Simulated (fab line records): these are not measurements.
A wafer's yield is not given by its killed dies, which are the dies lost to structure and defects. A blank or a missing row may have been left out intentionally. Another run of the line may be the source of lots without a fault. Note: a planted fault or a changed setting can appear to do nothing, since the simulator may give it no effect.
Split-lot study / flow gf180mcu / 5 lots, 23 wafers read, on a route of 602 steps

== ABOUT THE SPLIT ==
At GF_SAB_CVD_00 (deposits SiO2 from TEOS, target thk 50 nm, time 4.9302 s), the setting timeS was moved away from the recipe's 4.9302 s on 4 of the 23 wafers read, by -7.5% to +13.2%. All remaining wafers had this setting at the recipe value.

There is no step in the file separating the split from the reading.

== THE READING ==
SAB_CVD_00_THK (nm), taken at GF_SAB_THK_MEAS_01. Typical for fault-free wafers on this fab line: 49.8 nm, with standard deviation 0.62 nm.

wafer=L074.1; tool, chamber at the split=pecvd-04, 1; timeS as run, s=4.9302; against the recipe=recipe; SAB_CVD_00_THK, nm=50.4; against lot-mates on the recipe=-
wafer=L074.2; tool, chamber at the split=pecvd-04, 2; timeS as run, s=5.58; against the recipe=+13.2%; SAB_CVD_00_THK, nm=56.0; against lot-mates on the recipe=+5.4
wafer=L074.3; tool, chamber at the split=pecvd-04, 0; timeS as run, s=5.58; against the recipe=+13.2%; SAB_CVD_00_THK, nm=56.6; against lot-mates on the recipe=+6.0
wafer=L074.4; tool, chamber at the split=pecvd-04, 2; timeS as run, s=4.9302; against the recipe=recipe; SAB_CVD_00_THK, nm=50.4; against lot-mates on the recipe=-
wafer=L074.5; tool, chamber at the split=pecvd-04, 1; timeS as run, s=4.9302; against the recipe=recipe; SAB_CVD_00_THK, nm=50.9; against lot-mates on the recipe=-
wafer=L077.1; tool, chamber at the split=pecvd-03, 0; timeS as run, s=4.9302; against the recipe=recipe; SAB_CVD_00_THK, nm=49.4; against lot-mates on the recipe=-
wafer=L077.2; tool, chamber at the split=pecvd-03, 1; timeS as run, s=4.9302; against the recipe=recipe; SAB_CVD_00_THK, nm=49.9; against lot-mates on the recipe=-
wafer=L077.4; tool, chamber at the split=pecvd-03, 2; timeS as run, s=4.9302; against the recipe=recipe; SAB_CVD_00_THK, nm=50.4; against lot-mates on the recipe=-
wafer=L077.5; tool, chamber at the split=pecvd-03, 1; timeS as run, s=4.9302; against the recipe=recipe; SAB_CVD_00_THK, nm=50.3; against lot-mates on the recipe=-
wafer=L077.6; tool, chamber at the split=pecvd-03, 0; timeS as run, s=4.9302; against the recipe=recipe; SAB_CVD_00_THK, nm=50.2; against lot-mates on the recipe=-
wafer=L081.1; tool, chamber at the split=pecvd-02, 1; timeS as run, s=4.9302; against the recipe=recipe; SAB_CVD_00_THK, nm=48.8; against lot-mates on the recipe=-
wafer=L081.2; tool, chamber at the split=pecvd-02, 0; timeS as run, s=4.9302; against the recipe=recipe; SAB_CVD_00_THK, nm=49.5; against lot-mates on the recipe=-
wafer=L081.3; tool, chamber at the split=pecvd-02, 2; timeS as run, s=4.9302; against the recipe=recipe; SAB_CVD_00_THK, nm=48.3; against lot-mates on the recipe=-
wafer=L081.5; tool, chamber at the split=pecvd-02, 0; timeS as run, s=4.9302; against the recipe=recipe; SAB_CVD_00_THK, nm=50.1; against lot-mates on the recipe=-
wafer=L081.6; tool, chamber at the split=pecvd-02, 1; timeS as run, s=4.9302; against the recipe=recipe; SAB_CVD_00_THK, nm=49.8; against lot-mates on the recipe=-
wafer=L082.2; tool, chamber at the split=pecvd-04, 2; timeS as run, s=4.9302; against the recipe=recipe; SAB_CVD_00_THK, nm=50.0; against lot-mates on the recipe=-
wafer=L082.3; tool, chamber at the split=pecvd-04, 0; timeS as run, s=4.9302; against the recipe=recipe; SAB_CVD_00_THK, nm=49.8; against lot-mates on the recipe=-
wafer=L082.5; tool, chamber at the split=pecvd-04, 2; timeS as run, s=4.9302; against the recipe=recipe; SAB_CVD_00_THK, nm=50.8; against lot-mates on the recipe=-
wafer=L084.1; tool, chamber at the split=pecvd-02, 0; timeS as run, s=4.56; against the recipe=-7.5%; SAB_CVD_00_THK, nm=45.5; against lot-mates on the recipe=-3.6
wafer=L084.2; tool, chamber at the split=pecvd-02, 2; timeS as run, s=4.9302; against the recipe=recipe; SAB_CVD_00_THK, nm=48.6; against lot-mates on the recipe=-
wafer=L084.3; tool, chamber at the split=pecvd-02, 1; timeS as run, s=4.9302; against the recipe=recipe; SAB_CVD_00_THK, nm=48.6; against lot-mates on the recipe=-
wafer=L084.4; tool, chamber at the split=pecvd-02, 1; timeS as run, s=4.9302; against the recipe=recipe; SAB_CVD_00_THK, nm=50.0; against lot-mates on the recipe=-
wafer=L084.5; tool, chamber at the split=pecvd-02, 2; timeS as run, s=4.56; against the recipe=-7.5%; SAB_CVD_00_THK, nm=45.4; against lot-mates on the recipe=-3.7

FIT RESULTS
A straight line over all 23 wafers: SAB_CVD_00_THK changes by +0.516 nm for each +1% of timeS; r = +0.96; the points scatter about the line by 0.72 nm.
The same after taking each lot's own level away (the mean of its wafers on the recipe; 23 wafers): +0.447 nm for each +1%; r = +0.97; scatter 0.5 nm.
That fit puts the effect of the largest move of timeS on the reading at 5.9 nm.
From 49.07 to 50.57 nm: that is the span of the lots' own levels, equal to 2.4 times the standard deviation above.
So the slope is not independent of the lot-to-lot level: the two fits are not the same.
Check: with one of the wafers moved furthest among these (+13.2%) left out of the fit, the line predicts +6.14 nm for it against its lot-mates. It came out at +5.43 nm against them.

== ADDITIONAL SPLITS CARRIED BY THESE WAFERS ==
Before the reading, these wafers also passed through other splits. Each is held against what the fit with the lots' levels taken away leaves over:
other split on the same wafers=GF_PSD_COAT_02 resistThkNm; wafers away from the commonest value=8; r with SAB_CVD_00_THK (lot level and that fit taken away)=+0.03
other split on the same wafers=GF_PSD_STRIP_10 o2FlowSccm; wafers away from the commonest value=8; r with SAB_CVD_00_THK (lot level and that fit taken away)=-0.07

== THE WHOLE CHAIN: every reading that the file lists as answering this split, in the file's order ==
step=GF_SAB_CVD_00; what it does=deposits SiO2 from TEOS, target thk 50 nm, time 4.9302 s; reading=SiO2_of_SAB_CVD_00.thkNm (the simulator's own value, which no gauge read); change (the file's fit)=+0.442 nm for each +1% of the setting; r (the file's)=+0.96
step=GF_SAB_THK_MEAS_01; what it does=; reading=SAB_CVD_00_THK; change (the file's fit)=+0.446 for each +1% of the setting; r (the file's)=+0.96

== FILE'S OWN FIT ==
SAB_CVD_00_THK changes by +0.446 nm for each +1% of timeS, r = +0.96.
